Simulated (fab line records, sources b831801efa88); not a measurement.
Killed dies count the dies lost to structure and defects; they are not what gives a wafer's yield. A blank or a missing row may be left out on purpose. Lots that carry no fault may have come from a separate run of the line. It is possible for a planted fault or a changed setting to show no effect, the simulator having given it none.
The same fault as seen by 2 desks :: flow gf180mcu :: numbers are kept per desk, each desk with only its own; the story behind them comes last

FROM THE METROLOGY DESK
Lot by lot, what the gauges showed, no matter which tool ran the lot: averages of those sampled wafers that carry a number. A lot is out of limits, marked OUT, if its mean lies more than 4 standard deviations from the usual mean; the brackets give that distance.
Columns: A = M4_ALCU_RS at GF_M4_RS_MEAS_05, usual 0.0696 ohm/sq; B = cd_nm at GF_M4_CD_MEAS_14, usual 280.1 nm; C = cd_nm at GF_V4_CD_MEAS_14, usual 259.8 nm
lot: L505
first seen here: day 22 17:16
A: 0.0690
B: 280.4
C: 259.3

lot: L506
first seen here: day 22 23:59
A: 0.0676
B: 281.0
C: 260.0

lot: L507
first seen here: day 23 14:40
A: 0.0687
B: 278.5
C: 260.0

lot: L508
first seen here: day 23 18:40
A: 0.0704
B: 278.5
C: 260.2

lot: L510
first seen here: day 24 19:08
A: 0.0691
B: 279.5
C: 259.4

lot: L511
first seen here: day 25 02:20
A: 0.0705
B: 280.8
C: 258.6

lot: L515
first seen here: day 26 01:31
A: 0.0684
B: 279.1
C: 256.7

lot: L516
first seen here: day 26 15:44
A: 0.0686
B: 282.1
C: 256.6

lot: L521
first seen here: day 28 11:26
A: 0.0706
B: 282.6
C: 260.3

lot: L523
first seen here: day 29 05:43
A: 0.0713
B: 278.3
C: 259.0

lot: L525
first seen here: day 29 11:19
A: 0.0672
B: 278.3
C: 259.1

lot: L526
first seen here: day 29 21:05
A: 0.0706
B: 279.8
C: 259.3

lot: L527
first seen here: day 29 22:57
A: 0.0694
B: 279.5
C: 259.8
This desk's finding: nothing out of limits on any of the 13 lots.

AT THE TOOL OWNER'S DESK: litho_track-03
At GF_V4_SOFTBAKE_10 (time 60 s), the tool's own readings, given per lot that ran on this tool as the mean of the sampled wafers with a number. A lot is out of limits, marked OUT, if its mean lies more than 4 standard deviations from the usual mean; the brackets give that distance.
Columns: A = heater_power_total_W at GF_V4_SOFTBAKE_10, usual 93.05 W; B = plate_temp_C at GF_V4_SOFTBAKE_10, usual 129.99 C
lot: L505
first seen here: day 24 04:00
A: 93.07
B: 130.01

lot: L506
first seen here: day 24 11:00
A: 93.05
B: 129.98

lot: L507
first seen here: day 25 00:00
A: 93.09
B: 129.97

lot: L508
first seen here: day 25 04:00
A: 93.05
B: 129.96

lot: L511
first seen here: day 26 12:00
A: 93.02
B: 130.06

lot: L515
first seen here: day 27 09:00
A: 91.37 (-27) OUT
B: 128.17 (-18) OUT

lot: L516
first seen here: day 27 22:00
A: 91.29 (-28) OUT
B: 128.23 (-18) OUT

lot: L525
first seen here: day 30 15:00
A: 92.98
B: 129.98

lot: L526
first seen here: day 31 01:00
A: 93.08
B: 130.06

lot: L527
first seen here: day 31 03:00
A: 93.06
B: 129.94
This desk's verdict: out of limits on L515, L516, starting with L515 at day 27 09:00 (heater_power_total_W at GF_V4_SOFTBAKE_10). L505, L506, L507, L508, L511, L525, L526, L527 stayed within limits.

PUT TOGETHER
The tool owner's desk could have raised an alarm at day 27 09:00, on L515, L516.
At the metrology desk, nothing out of limits was observed.
The metrology desk has L515, L516 on record, within its limits.
The lots listed all ran GF_V4_SOFTBAKE_10 on litho_track-03.

WHAT HAD BEEN PUT IN BY THE SIMULATOR
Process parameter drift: litho_track-03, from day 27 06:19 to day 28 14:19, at GF_V4_SOFTBAKE_10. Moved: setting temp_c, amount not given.
Shown lots that were struck: L515, L516.
Delay in hours, fault start to first out-of-limits reading, by desk: the tool owner's desk at 3.
